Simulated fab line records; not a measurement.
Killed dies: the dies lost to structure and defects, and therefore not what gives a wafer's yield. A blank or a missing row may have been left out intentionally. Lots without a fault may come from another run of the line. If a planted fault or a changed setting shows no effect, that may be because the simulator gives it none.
8D (eight disciplines) problem report, filled in by code -- flow gf180mcu -- the parts of the form that need people (team, actions taken, sign-off) are left out

1. THE PROBLEM
chamberPressurePa at GF_M3_SPUTTER_00 reads a mean of 1.722 Pa on 2 wafers of 2 lots; wafers without a fault read 2.000 Pa with a standard deviation of 0.0041. That is -68 standard deviations from the usual mean.
The step: material Ti, target thk 37.5 nm, time 150 s.
Earliest sighting: wafer L456.2 on pvdSputter-04 at day 25 06:01. The record has a number at this step for 42 wafers belonging to 14 lots. Rule for "out", or "out of limits": more than 4 standard deviations from the usual mean. The rest of the wafers with a number are treated as sound.

2. WHAT THIS IS AND IS NOT
question,is,is not
which readings at this step,chamberPressurePa,throttleValvePct
which lots,"L456, L457","L442, L443, L444, L446, L447, L448, L449, L450, L452, L455, L463, L465"
which wafers of those lots,"L456.2, L457.1","L456.4, L456.5, L457.2, L457.3"
read on which tools,pvdSputter-04,"pvdSputter-02, pvdSputter-03"
when,from day 25 06:01,"up to then (32 sound wafers); but 8 sound wafers of L457, L463, L465 came after"

3. THE SUSPECTS, EACH WITH WHAT RULES IT OUT
Counting: a tool at a process step up to the reading stays a suspect if it ran every lot that is out. Sound lots after the first of them don't rule it out here, since some wafers of a struck lot are sound.
- pvdSputter-04 at GF_M3_SPUTTER_00 (material Ti, target thk 37.5 nm, time 150 s): kept. Ran every lot that is out, first one L456 (day 25 06:01); last sound lot up to then L452 (day 24 01:57). On those wafers its own readings are out: chamberPressurePa.
The count leaves pvdSputter-04 at GF_M3_SPUTTER_00.

4. THE CAUSE (what the simulator had put in)
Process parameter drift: pvdSputter-04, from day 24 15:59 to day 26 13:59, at GF_M3_SPUTTER_00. Setting chamberPressurePa, moved by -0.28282, from 2. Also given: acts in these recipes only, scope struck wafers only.
After counting, this tool was the only one left.

5. SEQUENCE OF EFFECTS, ordered by route
Rows list readings where the struck wafers' mean (over those with a number) sits beyond 3 standard deviations from the usual. Only readings whose record carries a usual standard deviation are examined. hours: median over the lots of the time between each lot's start at the first step of this table that gives one and its start at this step. sigmas: the change, counted in usual standard deviations.
hours,step,reading,usual,on struck wafers,change,sigmas
0,GF_M3_SPUTTER_00,chamberPressurePa,2.000 Pa,1.722,-0.278,-68
Process steps it contains:
- GF_M3_SPUTTER_00: material Ti, target thk 37.5 nm, time 150 s.
Later steps that measure or inspect, where all struck wafers having a row at the step show a number for every such reading and not one has moved that far: GF_M3_RS_MEAS_05.

6. HOW IT WOULD HAVE BEEN CAUGHT EARLIER
First out-of-limits reading in this record: day 25 06:01, which is 14 hours after fault onset at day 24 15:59.
